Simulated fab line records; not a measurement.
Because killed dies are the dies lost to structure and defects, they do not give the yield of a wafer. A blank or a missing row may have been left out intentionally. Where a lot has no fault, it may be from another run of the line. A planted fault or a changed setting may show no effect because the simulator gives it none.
Which of the tools did it? -- flow gf180mcu -- Sampling: 11 lots, 33 wafers, 3 of 602 route steps

## WHAT THE GAUGES SHOWED, per wafer
GF_M2_RS_MEAS_05: measures by four-point-probe.
lot,measured,on,M2_ALCU_RS (ohm/sq)
L510,day 18 23:36,film metro-04,0.0698 0.0716 0.0702
L511,day 19 10:26,film metro-03,0.0700 0.0691 0.0710
L513,day 20 05:50,film metro-03,0.0527 0.0531 0.0530
L517,day 21 12:22,film metro-01,0.0540 0.0524 0.0532
L524,day 24 03:56,film metro-03,0.0695 0.0701 0.0698
L525,day 24 10:07,film metro-04,0.0687 0.0693 0.0689
L526,day 24 20:27,film metro-03,0.0677 0.0678 0.0689
L527,day 25 08:47,film metro-01,0.0697 0.0700 0.0690
L528,day 25 10:44,film metro-03,0.0702 0.0692 0.0701
L530,day 26 01:55,film metro-01,0.0687 0.0696 0.0690
L531,day 26 03:37,film metro-03,0.0698 0.0680 0.0690

## WHICH TOOL RAN EACH LOT (tool, then ch and the chambers of the sampled wafers, then the start)
lot,GF_V1_ETCH_16,GF_M2_SPUTTER_02
L510,"rie diel-04 ch 1,2,3, day 18 21:59","pvd sputter-03, day 18 23:31"
L511,"rie diel-01 ch 0,2,3, day 19 08:49","pvd sputter-04, day 19 10:17"
L513,"rie diel-01 ch 0,2,3, day 20 04:14","pvd sputter-04, day 20 05:44"
L517,"rie diel-01 ch 1,2,3, day 21 10:48","pvd sputter-04, day 21 12:17"
L524,"rie diel-04 ch 1,2,3, day 24 02:17","pvd sputter-03, day 24 03:50"
L525,"rie diel-01 ch 0,3, day 24 08:33","pvd sputter-03, day 24 10:02"
L526,"rie diel-03 ch 0,1,3, day 24 18:49","pvd sputter-04, day 24 20:19"
L527,"rie diel-03 ch 0,3, day 25 06:55","pvd sputter-03, day 25 08:41"
L528,"rie diel-03 ch 1,2,3, day 25 09:04","pvd sputter-03, day 25 10:39"
L530,"rie diel-01 ch 2,3, day 26 00:19","pvd sputter-04, day 26 01:49"
L531,"rie diel-03 ch 1,2,3, day 26 02:02","pvd sputter-01, day 26 03:31"
- GF_V1_ETCH_16: etches BARC in N2/H2.
- GF_M2_SPUTTER_02: material AlCu, target thk 450 nm, time 23.9 s.

## THE ANSWER, worked out from the rows above alone
Rule: the lots themselves supply what counts as usual. The widest of any qualifying gaps counts: lots, ordered by their means at a reading, are off when they make up no more than a third of the lots, leave a main group of 4 or more, and stand apart from it by 3 or more times the standard deviation of that group's means. If all means in a main group match to the digits the tables above print for the reading, that group is not used. Also off: a lot with no number at a reading for which 4 or more lots have one. Where the step has rows for the other lots, those lots are counted as sound.
Off: at GF_M2_RS_MEAS_05 (M2_ALCU_RS), L513, L517. Mean 0.0694 ohm/sq and standard deviation 0.00068 in the main group.
A tool fits if, at a process step before that reading, it ran every lot that is off, and no sound lot after the first of them. The gauges at GF_M2_RS_MEAS_05 are tried like those tools. Not one of the candidates tried fits.

## WHAT THE SIMULATOR HAD INSERTED
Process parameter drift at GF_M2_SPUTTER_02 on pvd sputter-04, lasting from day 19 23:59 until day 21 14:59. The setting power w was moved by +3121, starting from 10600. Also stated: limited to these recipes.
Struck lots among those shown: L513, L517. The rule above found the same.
